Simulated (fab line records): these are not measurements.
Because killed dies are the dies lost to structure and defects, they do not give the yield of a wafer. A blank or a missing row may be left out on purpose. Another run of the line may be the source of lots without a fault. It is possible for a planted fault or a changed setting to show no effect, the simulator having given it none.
Code-filled problem report in 8D (eight disciplines) form    flow gf180mcu    the parts of the form that need people (team, actions taken, sign-off) are left out

1. THE ISSUE
CONTACT_CVD_00_THK at GF_CONTACT_THK_MEAS_01 reads a mean of 241.4 nm on 6 wafers of 2 lots; wafers without a fault read 301.2 nm with a standard deviation of 2.9. Measured from the usual mean, that is -21 standard deviations.
First seen on wafer L698.3, day 17 10:14, on film metro-03. Wafers with a number at this step in the record: 39, from 13 lots. The rule behind "out" and "out of limits": a value lying over 4 standard deviations away from the usual mean. The other wafers with a number count as sound.

2. WHAT IT IS, WHAT IT ISN'T
question                     is                      is not
which readings at this step  CONTACT_CVD_00_THK      -
which lots                   L698, L699              L692, L695, L705, L707, L709, L710, L711, L712, L713, L714, L715
which wafers of those lots   all that have a number  -
read on which gauges         film metro-03           film metro-01, film metro-04
when                         from day 17 10:14       up to then (6 sound wafers); but 27 sound wafers of L705, L707, L709, L710, L711, L712, L713, L714, L715 came after

3. SUSPECTS, AND WHAT RULES EACH OUT
Counting: a tool at any process step up to the reading remains a suspect when it ran all the lots that are out and ran no sound lot after the first of those.
- ruled out: the gauge at GF_CONTACT_THK_MEAS_01. All the wafers that are out were read on film metro-03, but those of them that GF_CONTACT_CVD_00 has rows for are out there too, on other tools.
- hdpcvd-02 at GF_CONTACT_CVD_00 (deposits SiO2, target thk 300 nm, time 50 s): ruled out as a lasting fault. The sound lots L707, L709, L712, L713, L714, L715 went through it after L698, its earliest lot that is out (day 17 10:11).
Left after counting: nothing in the record.

4. THE CAUSE (what the simulator had put in)
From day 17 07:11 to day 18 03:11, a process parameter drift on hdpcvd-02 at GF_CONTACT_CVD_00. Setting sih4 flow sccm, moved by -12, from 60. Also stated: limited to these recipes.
The count ruled it out by mistake, since the rule takes a fault to strike every lot its tool runs from the start of the fault on, and this one did not do so.

5. THE EFFECT CHAIN, in route order
Rows list readings where the struck wafers' mean (over those with a number) sits beyond 3 standard deviations from the usual. Only readings whose record carries a usual standard deviation are examined. hours: median over the lots of the time between each lot's start at the first step of this table that gives one and its start at this step. sigmas: the change, counted in usual standard deviations.
hours  step                    reading             usual       on struck wafers  change  sigmas
0      GF_CONTACT_CVD_00       sih4 flow sccm      60.00 sccm  48.14             -11.86  -70
0      GF_CONTACT_THK_MEAS_01  CONTACT_CVD_00_THK  301.2 nm    241.4             -59.8   -21
-      GF_CONTACT_ETCH_17      oes product au      0.815 a.u.  0.781             -0.034  -7.5
Process steps it contains:
- GF_CONTACT_CVD_00: deposits SiO2, target thk 300 nm, time 50 s.
- GF_CONTACT_ETCH_17: etches SiO2 in C4F8/O2/Ar, stops on CoSi2, target depth 860 nm.

6. WHAT WOULD HAVE CAUGHT IT SOONER
The first out-of-limits reading at a measuring or inspecting step in this record came at day 17 10:14, 3 hours after the fault's start at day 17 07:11.
The tool's own readings at GF_CONTACT_CVD_00 were out on every struck wafer that the step has a row for (sih4 flow sccm): an alarm limit on them would have fired on the first of those.
